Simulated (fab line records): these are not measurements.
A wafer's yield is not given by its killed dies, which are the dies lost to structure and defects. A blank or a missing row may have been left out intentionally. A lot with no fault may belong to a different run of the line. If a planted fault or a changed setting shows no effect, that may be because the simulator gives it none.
fab line records	flow sky130	part 1 of 2: steps 1 to 23 of 33
[record] lots = 5	wafers = 15	last-day = 50
route steps=708 shown METAL1@451 VIA1@458 METAL2@483
lots that met no fault: taken from a fault-free run of the same line
start-h: hours from the record's opening day to when the first of the lot's shown wafers began	wait-h: hours elapsed since this lot's preceding step	" unchanged from the row above	L1.1+2: several wafers, shown together as one row	- no value, or no start given	* or withheld: withheld	< > ~ a bound
route shown NAME@n: NAME is a module with steps in the file, n the number in the route of the first one	usual: mean and standard deviation over wafers with no fault	same: alike in all rows	chamber/n: place in a boat	sites: per-site readings	_std_site: how widely they spread, as a standard deviation	_edge_site: the outer-site mean with the inner-site mean subtracted	radius-mm: how far each site lies from the wafer's centre	mask NAME#n: copy n	behind: the most recent tool/chamber to have shaped the wafer	hold: reason for holding the lot/hours on hold/outcome of the hold	device: transistor that didn't switch, given as n, p or np	end of line: tests run on the same wafers once the route is complete	a step with no rows: only its recipe	killed: at the first sort, the dies lost to defects and structure; wafer yield is something else	map: dies across one wafer; x = killed, . = not, _ = none there
set.NAME: the setting that was run; set.NAME@STEP: the one run at that earlier step	model.NAME: the simulator's own value behind a step, which no gauge read
lots at selected steps of the route; one table per step, one row per wafer
services: the hour from which a tool's chamber was out of use, counted from the record's first day as start-h (under 0 if before that day), plus the number of hours and why
[[steps]]
[step SKY_METAL1_DESCUM_17]
[recipe] chemistry = O2	source-power-w = 150	bias-power-w = 0	pressure-mtorr = 10	temp-c = 40	time-s = 8
[usual] drypump-motor-current-A = 5.68/0.23	he-backside-leak-sccm = 3.21/0.23	oes-product-au = 0.997/0.011
lot.wafer	tool	chamber	start-h	wait-h	drypump-motor-current-A	he-backside-leak-sccm	oes-product-au	rf-hours-counter-h
L079.3	rie-metal-02	0	806.67	0.0	5.84	3.33	0.997	-
L079.5	"	1	"	"	5.44	3.48	1.002	-
L079.6	"	0	"	"	5.84	3.36	1.004	-
L086.1	rie-metal-03	0	859.91	0.0	5.65	3.21	0.996	1
L086.3	"	1	"	"	5.45	3.26	1.010	-
L086.6	"	1	"	"	5.44	3.28	0.993	-
L094.2	rie-metal-01	0	916.15	0.0	6.05	3.13	0.996	8
L094.4	"	0	"	"	6.07	3.10	0.988	-
L094.6	"	0	"	"	6.08	3.10	0.984	-
L096.2	rie-metal-03	1	941.51	0.0	5.44	2.89	0.999	8
L096.3	"	0	"	"	5.68	3.05	0.997	-
L096.4	"	1	"	"	5.45	2.99	0.994	-
L097.1	rie-metal-03	1	948.04	0.0	5.46	3.24	0.985	9
L097.2	"	0	"	"	5.64	2.93	1.008	5
L097.6	"	0	"	"	5.65	2.95	1.003	-
[step SKY_METAL1_ETCH_18]
[recipe] chemistry = N2/H2	target = BARC	ion-energy-ev = 200	bias-w = 100	pressure-mtorr = 30	n2-flow-sccm = 100	h2-flow-sccm = 200	icp-w = 500	stop-on = SiO2	time-s = 45.9	target-depth-a = 600
[usual] drypump-motor-current-A = 5.69/0.23	he-backside-leak-sccm = 3.2/0.4	oes-product-au = 0.855/0.0046	throttle-valve-pct = 13.224/0.0094
lot.wafer	tool	chamber	start-h	wait-h	drypump-motor-current-A	he-backside-leak-sccm	oes-product-au	rf-hours-counter-h	throttle-valve-pct
L079.3	rie-metal-02	0	806.71	0.0	5.87	3.4	0.857	-	13.225
L079.5	"	1	"	"	5.46	3.8	0.860	-	13.224
L079.6	"	0	"	"	5.87	3.3	0.848	-	13.224
L086.1	rie-metal-03	0	859.94	0.0	5.66	3.0	0.854	1	13.218
L086.3	"	1	"	"	5.45	3.0	0.864	-	13.227
L086.6	"	1	"	"	5.45	3.2	0.857	-	13.226
L094.2	rie-metal-01	0	916.18	0.0	6.06	3.1	0.863	8	13.209
L094.4	"	0	"	"	6.07	3.3	0.852	-	13.235
L094.6	"	0	"	"	6.06	3.3	0.847	-	13.223
L096.2	rie-metal-03	1	941.54	0.0	5.45	3.4	0.857	8	13.237
L096.3	"	0	"	"	5.64	3.2	0.858	-	13.233
L096.4	"	1	"	"	5.45	3.1	0.858	-	13.237
L097.1	rie-metal-03	1	948.07	0.0	5.48	3.2	0.854	9	13.211
L097.2	"	0	"	"	5.62	3.1	0.859	5	13.216
L097.6	"	0	"	"	5.65	3.2	0.861	-	13.217
[step SKY_METAL1_METAL_ETCH_19]
[recipe] target-depth-a = 3600	stop-on = SiO2	over-etch-frac = 0.3	time-s = 78	chemistry = Cl2/BCl3	resist-sidewall-deg = 88	pressure-mtorr = 10	icp-w = 900	bias-w = 48.5	Cl2_flow_sccm = 60	bcl3-flow-sccm = 30
[usual] drypump-motor-current-A = 5.68/0.23	he-backside-leak-sccm = 3.2/0.3	oes-product-au = 0.854/0.0064	throttle-valve-pct = 22.263/0.0083
[same] over-etch-frac = 0.3
lot.wafer	tool	chamber	start-h	wait-h	drypump-motor-current-A	he-backside-leak-sccm	oes-product-au	rf-hours-counter-h	throttle-valve-pct
L079.3	rie-metal-02	0	806.78	0.1	5.82	3.3	0.855	-	22.271
L079.5	"	1	"	"	5.45	3.5	0.863	-	22.259
L079.6	"	0	"	"	5.82	3.2	0.857	-	22.272
L086.1	rie-metal-03	0	860.00	0.0	5.63	3.2	0.861	1	22.265
L086.3	"	1	"	"	5.46	2.9	0.848	-	22.264
L086.6	"	1	"	"	5.48	3.1	0.855	-	22.266
L094.2	rie-metal-01	0	916.24	0.0	6.04	3.0	0.851	8	22.257
L094.4	"	0	"	"	6.09	2.9	0.846	-	22.269
L094.6	"	0	"	"	6.07	3.0	0.851	-	22.262
L096.2	rie-metal-03	1	941.61	0.0	5.44	3.2	0.855	8	22.246
L096.3	"	0	"	"	5.63	3.2	0.862	-	22.259
L096.4	"	1	"	"	5.44	3.1	0.855	-	22.262
L097.1	rie-metal-03	1	948.13	0.0	5.47	6.0	0.855	9	22.257
L097.2	"	0	"	"	5.65	2.9	0.863	5	22.265
L097.6	"	0	"	"	5.65	2.9	0.869	-	22.279
[step SKY_METAL1_STRIP_20]
[recipe] chemistry = O2/N2	power-w = 1400	pressure-mtorr = 1500	platen-temp-c = withheld	o2-flow-sccm = 3000	n2-flow-sccm = 300	overash-fraction = 0.5
[usual] drypump-motor-current-A = 6.06/0.22	oes-product-au = 0.344/0.0055	strip-time-to-endpoint-s = 2.73/0.051
lot.wafer	tool	chamber	start-h	wait-h	drypump-motor-current-A	oes-product-au	rf-hours-counter-h	strip-time-to-endpoint-s
L079.3	plasma-asher-03	0	806.88	0.1	5.69	0.346	-	2.74
L079.5	"	0	"	"	5.71	0.338	-	2.72
L079.6	"	1	"	"	6.20	0.342	-	2.75
L086.1	plasma-asher-04	0	860.09	0.1	6.24	0.340	43	2.72
L086.3	"	1	"	"	6.10	0.351	-	2.74
L086.6	"	0	"	"	6.26	0.340	-	2.73
L094.2	plasma-asher-03	0	916.33	0.1	5.71	0.350	77	2.73
L094.4	"	1	"	"	6.18	0.340	-	2.77
L094.6	"	1	"	"	6.18	0.352	-	2.76
L096.2	plasma-asher-04	1	941.70	0.1	6.09	0.345	51	2.77
L096.3	"	1	"	"	6.10	0.346	-	2.76
L096.4	"	0	"	"	6.25	0.345	-	2.76
L097.1	plasma-asher-03	1	948.22	0.1	6.19	0.358	81	2.76
L097.2	"	0	"	"	5.71	0.345	81	2.72
L097.6	"	0	"	"	5.71	0.346	-	2.68
[step SKY_METAL1_STRIP_21]
[recipe] chemistry = post-etch-residue-remover	time-s = 1200	temp-c = 72.5
lot.wafer	tool	chamber	start-h	wait-h
L079.3+5+6	wet-bench-01	0	806.94	0.0
L086.1+3+6	wet-bench-02	0	860.19	0.1
L094.2+4+6	wet-bench-01	1	916.43	0.1
L096.2+3+4	wet-bench-04	1	941.80	0.1
L097.1+2+6	wet-bench-01	0	948.32	0.1
[step SKY_METAL1_CLEAN_22]
[recipe] chemistry = IPA	time-s = 180	temp-c = 25
lot.wafer	tool	chamber	start-h	wait-h
L079.3+5+6	wet-bench-04	1	807.28	0.0
L086.1+3+6	wet-bench-04	1	860.57	0.0
L094.2+4+6	wet-bench-04	2	917.11	0.0
L096.2+3+4	wet-bench-02	0	942.14	0.0
L097.1+2+6	wet-bench-01	2	948.66	0.0
[step SKY_METAL1_CLEAN_23]
[recipe] chemistry = O3/DIW	dry = n2-spin
lot.wafer	tool	chamber	start-h	wait-h
L079.3+5+6	wet-bench-01	3	807.35	0.0
L086.1+3+6	wet-bench-02	1	860.62	0.0
L094.2+4+6	wet-bench-02	2	917.17	0.0
L096.2+3+4	wet-bench-01	2	942.20	0.0
L097.1+2+6	wet-bench-01	3	948.72	0.0
[step SKY_VIA1_HDPCVD_00]
[recipe] material = SiO2	target-thk-nm = 1030	sigma-open-frac = 0.3	time-s = 171.7	temp-c = 400	sih4-flow-sccm = 60	pressure-mtorr = 6
[usual] sih4-flow-sccm = 60.02/0.18	susceptor-temp-C = 400.03/0.18
lot.wafer	tool	chamber	start-h	wait-h	sih4-flow-sccm	susceptor-temp-C
L079.3	hdpcvd-01	1	807.44	0.0	60.12	400.11
L079.5	"	0	"	"	60.06	399.83
L079.6	"	2	"	"	59.97	400.19
L086.1	hdpcvd-01	0	860.72	0.0	59.96	400.17
L086.3	"	1	"	"	59.96	400.07
L086.6	"	2	"	"	59.97	400.09
L094.2	hdpcvd-01	1	917.26	0.0	60.01	400.10
L094.4	"	1	"	"	59.92	400.35
L094.6	"	0	"	"	59.99	400.03
L096.2	hdpcvd-02	0	942.30	0.0	59.80	400.12
L096.3	"	0	"	"	59.99	400.23
L096.4	"	2	"	"	60.20	399.84
L097.1	hdpcvd-02	0	948.81	0.0	60.14	399.89
L097.2	"	2	"	"	59.73	400.11
L097.6	"	2	"	"	59.93	400.07
[step SKY_VIA1_THK_MEAS_01]
[recipe] reads = SiO2_of_VIA1_HDPCVD_00
[usual] VIA1_HDPCVD_THK = 1034/14
lot.wafer	tool	chamber	start-h	wait-h	VIA1_HDPCVD_THK[nm]
L079.3	film-metro-01	-	807.57	0.1	1047
L079.5	"	-	"	"	1043
L079.6	"	-	"	"	1041
L086.1	film-metro-02	-	860.84	0.1	1043
L086.3	"	-	"	"	1058
L086.6	"	-	"	"	1049
L094.2	film-metro-03	-	917.39	0.1	1045
L094.4	"	-	"	"	1048
L094.6	"	-	"	"	1049
L096.2	film-metro-02	-	942.48	0.1	1033
L096.3	"	-	"	"	1021
L096.4	"	-	"	"	1010
L097.1	film-metro-01	-	948.98	0.1	1011
L097.2	"	-	"	"	1013
L097.6	"	-	"	"	1006
[step SKY_VIA1_CMP_02]
[recipe] material = SiO2	down-force-psi = 4	platen-rpm = 60	pad-velocity-m-s = 0.94248
[usual] motor-current-A = 12.8/0.79
lot.wafer	tool	chamber	start-h	wait-h	motor-current-A
L079.3	cmp-02	1	807.66	0.1	11.6
L079.5	"	0	"	"	14.2
L079.6	"	1	"	"	12.2
L086.3	cmp-02	1	860.95	0.1	11.5
L086.1	"	2	"	"	11.8
L086.6	"	0	"	"	12.8
L094.2	cmp-02	3	917.44	0.0	12.3
L094.4	"	1	"	"	11.7
L094.6	"	3	"	"	12.6
L096.3	cmp-01	3	942.53	0.0	12.7
L096.4	"	0	"	"	13.4
L096.2	"	2	"	"	12.9
L097.2	cmp-02	0	949.04	0.0	13.6
L097.1	"	2	"	"	12.0
L097.6	"	0	"	"	14.0
[step SKY_VIA1_BOW_MEAS_03]
[recipe] mode = bow
[usual] VIA1_BOW = 79/6.7
lot.wafer	tool	chamber	start-h	wait-h	VIA1_BOW[um]
L079.3	film-metro-01	-	807.95	0.2	89
L079.5	"	-	"	"	83
L079.6	"	-	"	"	83
L086.1	film-metro-01	-	861.20	0.1	69
L086.3	"	-	"	"	72
L086.6	"	-	"	"	73
L094.2	film-metro-03	-	917.76	0.3	91
L094.4	"	-	"	"	81
L094.6	"	-	"	"	70
L096.2	film-metro-03	-	942.85	0.1	79
L096.3	"	-	"	"	80
L096.4	"	-	"	"	76
L097.1	film-metro-03	-	949.34	0.1	74
L097.2	"	-	"	"	86
L097.6	"	-	"	"	83
[step SKY_VIA1_DEHYDRATE_04]
[recipe] temp-c = 200	time-s = 60
[usual] chill-plate-temp-C = 22.97/0.12	plate-temp-C = 200.04/0.16
lot.wafer	tool	chamber	start-h	wait-h	chill-plate-temp-C	plate-temp-C
L079.3	litho-track-01	0	821.20	13.2	22.88	199.91
L079.5	"	0	"	"	22.99	200.24
L079.6	"	0	"	"	22.94	200.07
L086.1	litho-track-03	0	873.33	12.1	23.14	200.28
L086.3	"	0	"	"	22.99	200.24
L086.6	"	0	"	"	23.19	200.08
L094.2	litho-track-01	0	929.83	12.1	23.09	200.13
L094.4	"	0	"	"	23.06	200.06
L094.6	"	0	"	"	23.03	200.08
L096.2	litho-track-03	0	955.11	12.2	22.96	199.82
L096.3	"	0	"	"	23.02	200.07
L096.4	"	0	"	"	22.93	199.93
L097.1	litho-track-01	0	960.55	11.2	23.00	199.94
L097.2	"	0	"	"	22.93	200.29
L097.6	"	0	"	"	22.89	200.21
[step SKY_VIA1_HMDS_05]
[recipe] prime-time-s = 60	prime-temp-c = 120
[usual] chill-plate-temp-C = 22.96/0.11
lot.wafer	tool	chamber	start-h	wait-h	chill-plate-temp-C
L079.3	litho-track-01	0	821.35	0.1	23.09
L079.5	"	0	"	"	22.99
L079.6	"	0	"	"	22.99
L086.1	litho-track-03	0	873.48	0.1	22.93
L086.3	"	0	"	"	22.85
L086.6	"	0	"	"	23.03
L094.2	litho-track-01	0	929.98	0.1	23.02
L094.4	"	0	"	"	22.88
L094.6	"	0	"	"	22.94
L096.2	litho-track-03	0	955.26	0.1	22.75
L096.3	"	0	"	"	22.88
L096.4	"	0	"	"	22.85
L097.1	litho-track-01	0	960.70	0.1	23.09
L097.2	"	0	"	"	23.09
L097.6	"	0	"	"	23.16
[step SKY_VIA1_COAT_06]
[recipe] resist = BARC	temp-c = withheld	time-s = withheld	spin-rpm = 3000	resist-thk-nm = 60
[usual] chill-plate-temp-C = *
lot.wafer	tool	chamber	start-h	wait-h	chill-plate-temp-C
L079.3	litho-track-01	0	821.50	0.1	*
L079.5	"	0	"	"	*
L079.6	"	0	"	"	*
L086.1	litho-track-03	0	873.63	0.1	*
L086.3	"	0	"	"	*
L086.6	"	0	"	"	*
L094.2	litho-track-01	0	930.13	0.1	*
L094.4	"	0	"	"	*
L094.6	"	0	"	"	*
L096.2	litho-track-03	0	955.41	0.1	*
L096.3	"	0	"	"	*
L096.4	"	0	"	"	*
L097.1	litho-track-01	0	960.85	0.1	*
L097.2	"	0	"	"	*
L097.6	"	0	"	"	*
[step SKY_VIA1_COAT_07]
[recipe] resist = KrF-thick	spin-rpm = 3000	resist-thk-nm = 450
[usual] chill-plate-temp-C = 22.98/0.11
lot.wafer	tool	chamber	start-h	wait-h	chill-plate-temp-C
L079.3	litho-track-01	0	-	-	23.11
L079.5	"	0	"	"	23.21
L079.6	"	0	"	"	23.02
L086.1	litho-track-03	0	-	-	22.93
L086.3	"	0	"	"	23.02
L086.6	"	0	"	"	23.15
L094.2	litho-track-01	0	-	-	22.81
L094.4	"	0	"	"	22.94
L094.6	"	0	"	"	22.92
L096.2	litho-track-03	0	-	-	22.91
L096.3	"	0	"	"	22.96
L096.4	"	0	"	"	23.02
L097.1	litho-track-01	0	-	-	22.97
L097.2	"	0	"	"	22.85
L097.6	"	0	"	"	22.87
[step SKY_VIA1_SOFTBAKE_08]
[recipe] temp-c = 100	time-s = 90	resist = KrF-thick
[usual] chill-plate-temp-C = 23.02/0.11	plate-temp-C = 99.98/0.12
lot.wafer	tool	chamber	start-h	wait-h	chill-plate-temp-C	plate-temp-C
L079.3	litho-track-01	0	-	-	22.90	100.20
L079.5	"	0	"	"	23.23	100.01
L079.6	"	0	"	"	23.09	100.04
L086.1	litho-track-03	0	-	-	23.09	100.25
L086.3	"	0	"	"	23.05	100.09
L086.6	"	0	"	"	22.92	99.92
L094.2	litho-track-01	0	-	-	23.18	99.98
L094.4	"	0	"	"	23.27	99.93
L094.6	"	0	"	"	23.17	99.98
L096.2	litho-track-03	0	-	-	23.00	100.06
L096.3	"	0	"	"	22.97	100.01
L096.4	"	0	"	"	23.11	100.06
L097.1	litho-track-01	0	-	-	22.90	99.88
L097.2	"	0	"	"	22.86	99.99
L097.6	"	0	"	"	22.85	99.97
[step SKY_VIA1_EXPOSE_09]
[recipe] mask-id = VIM	na = 0.8	source-shape = annular	sigma-inner = 0.55	sigma-outer = 0.85	target-cd-nm = 150	dose-mj = 38
[usual] focus-offset-nm = 0.0/0.52
lot.wafer	tool	chamber	start-h	wait-h	mask	focus-offset-nm
L079.3	krf-scanner-02	0	-	-	VIM#0	0.4
L079.5	"	0	"	"	VIM#0	0.0
L079.6	"	0	"	"	VIM#0	1.6
L086.1	krf-scanner-01	0	-	-	VIM#0	-0.6
L086.3	"	0	"	"	VIM#0	0.1
L086.6	"	0	"	"	VIM#0	0.2
L094.2	krf-scanner-02	0	-	-	VIM#0	0.1
L094.4	"	0	"	"	VIM#0	-0.7
L094.6	"	0	"	"	VIM#0	-1.0
L096.2	krf-scanner-02	0	-	-	VIM#0	-0.4
L096.3	"	0	"	"	VIM#0	0.0
L096.4	"	0	"	"	VIM#0	-0.3
L097.1	krf-scanner-01	0	-	-	VIM#0	0.8
L097.2	"	0	"	"	VIM#0	-0.2
L097.6	"	0	"	"	VIM#0	1.4
[step SKY_VIA1_PEB_10]
[recipe] peb-temp-c = withheld	peb-time-s = withheld	resist = KrF-thick
[usual] chill-plate-temp-C = *
lot.wafer	tool	chamber	start-h	wait-h	chill-plate-temp-C
L079.3	litho-track-01	0	-	-	*
L079.5	"	0	"	"	*
L079.6	"	0	"	"	*
L086.1	litho-track-03	0	-	-	*
L086.3	"	0	"	"	*
L086.6	"	0	"	"	*
L094.2	litho-track-02	0	-	-	*
L094.4	"	0	"	"	*
L094.6	"	0	"	"	*
L096.2	litho-track-01	0	-	-	*
L096.3	"	0	"	"	*
L096.4	"	0	"	"	*
L097.1	litho-track-03	0	-	-	*
L097.2	"	0	"	"	*
L097.6	"	0	"	"	*
[step SKY_VIA1_DEVELOP_11]
[recipe] develop-time-s = 60	resist = KrF-thick	dev-temp-c = 21
[usual] chill-plate-temp-C = 22.97/0.11
lot.wafer	tool	chamber	start-h	wait-h	chill-plate-temp-C
L079.3	litho-track-01	0	-	-	23.07
L079.5	"	0	"	"	23.07
L079.6	"	0	"	"	23.16
L086.1	litho-track-03	0	-	-	22.69
L086.3	"	0	"	"	22.91
L086.6	"	0	"	"	22.82
L094.2	litho-track-02	0	-	-	22.96
L094.4	"	0	"	"	22.78
L094.6	"	0	"	"	22.99
L096.2	litho-track-01	0	-	-	23.09
L096.3	"	0	"	"	23.08
L096.4	"	0	"	"	22.97
L097.1	litho-track-03	0	-	-	23.02
L097.2	"	0	"	"	22.92
L097.6	"	0	"	"	23.05
[step SKY_VIA1_CD_MEAS_12]
[recipe] target-cd-nm = 150
[usual] cd-nm = 150.3/1.7
lot.wafer	tool	chamber	start-h	wait-h	cd-nm
L079.3	cd-sem-01	-	835.09	-	147.5
L079.5	"	-	"	"	147.6
L079.6	"	-	"	"	145.8
L086.1	cd-sem-02	-	886.98	-	151.4
L086.3	"	-	"	"	149.8
L086.6	"	-	"	"	151.3
L094.2	cd-sem-01	-	942.76	-	152.4
L094.4	"	-	"	"	151.5
L094.6	"	-	"	"	153.8
L096.2	cd-sem-02	-	967.52	-	150.7
L096.3	"	-	"	"	152.5
L096.4	"	-	"	"	152.1
L097.1	cd-sem-01	-	973.88	-	150.1
L097.2	"	-	"	"	149.9
L097.6	"	-	"	"	151.8
[step SKY_VIA1_OVL_MEAS_13]
[usual] VIA1_OVL = -1/5.1
lot.wafer	tool	chamber	start-h	wait-h	VIA1_OVL[nm]
L079.3	overlay-02	-	835.18	0.1	-2
L079.5	"	-	"	"	-11
L079.6	"	-	"	"	-5
L086.1	overlay-02	-	887.45	0.4	-1
L086.3	"	-	"	"	6
L086.6	"	-	"	"	-2
L094.2	overlay-02	-	942.87	0.1	-4
L094.4	"	-	"	"	-8
L094.6	"	-	"	"	-1
L096.2	overlay-01	-	967.63	0.1	1
L096.3	"	-	"	"	1
L096.4	"	-	"	"	5
L097.1	overlay-01	-	974.00	0.1	-2
L097.2	"	-	"	"	-1
L097.6	"	-	"	"	-4
[step SKY_VIA1_ETCH_14]
[recipe] chemistry = N2/H2	target = BARC	ion-energy-ev = 200	source-w = 500	bias-w = 100	pressure-mtorr = 30	n2-flow-sccm = 100	h2-flow-sccm = 200	stop-on = SiO2	time-s = 45.9	target-depth-a = 600
[usual] drypump-motor-current-A = 5.7/0.56	oes-product-au = 0.855/0.005	throttle-valve-pct = 13.225/0.0091
lot.wafer	tool	chamber	start-h	wait-h	drypump-motor-current-A	oes-product-au	rf-hours-counter-h	throttle-valve-pct
L079.3	rie-diel-04	0	835.21	0.0	6.1	0.857	13	13.247
L079.5	"	2	"	"	5.9	0.861	-	13.221
L079.6	"	1	"	"	5.1	0.853	-	13.223
L086.1	rie-diel-04	3	887.49	0.0	5.2	0.852	12	13.236
L086.3	"	1	"	"	5.1	0.854	19	13.236
L086.6	"	3	"	"	5.2	0.851	-	13.227
L094.2	rie-diel-02	1	942.90	0.0	4.8	0.863	19	13.229
L094.4	"	0	"	"	6.2	0.860	7	13.238
L094.6	"	0	"	"	6.2	0.861	-	13.239
L096.2	rie-diel-04	3	967.66	0.0	5.2	0.855	14	13.219
L096.3	"	0	"	"	6.1	0.859	16	13.208
L096.4	"	1	"	"	5.1	0.859	21	13.218
L097.1	rie-diel-03	1	974.04	0.0	6.6	0.860	10	13.221
L097.2	"	2	"	"	5.8	0.864	7	13.235
L097.6	"	0	"	"	5.7	0.852	-	13.238
[step SKY_VIA1_ETCH_15]
[recipe] target = SiO2	chemistry = C4F8/O2/Ar	target-depth-nm = 351	stop-on = TiN	mask-material = KrF-thick	source-w = 1500	bias-w = 1200	pressure-mtorr = 40	c4f8-flow-sccm = withheld	O2_flow_sccm = 6	Ar_flow_sccm = 300	time-s = 54
[usual] oes-product-au = 0.978/0.0077
lot.wafer	tool	chamber	start-h	wait-h	oes-product-au	rf-hours-counter-h
L079.3	rie-diel-04	0	835.25	0.0	0.974	13
L079.5	"	2	"	"	0.974	-
L079.6	"	1	"	"	0.983	-
L086.1	rie-diel-04	3	887.53	0.0	0.970	12
L086.3	"	1	"	"	0.984	19
L086.6	"	3	"	"	0.974	-
L094.2	rie-diel-02	1	942.94	0.0	0.970	19
L094.4	"	0	"	"	0.978	7
L094.6	"	0	"	"	0.978	-
L096.2	rie-diel-04	3	967.70	0.0	0.967	14
L096.3	"	0	"	"	0.990	16
L096.4	"	1	"	"	0.990	21
L097.1	rie-diel-03	1	974.08	0.0	0.984	10
L097.2	"	2	"	"	0.981	7
L097.6	"	0	"	"	0.985	-
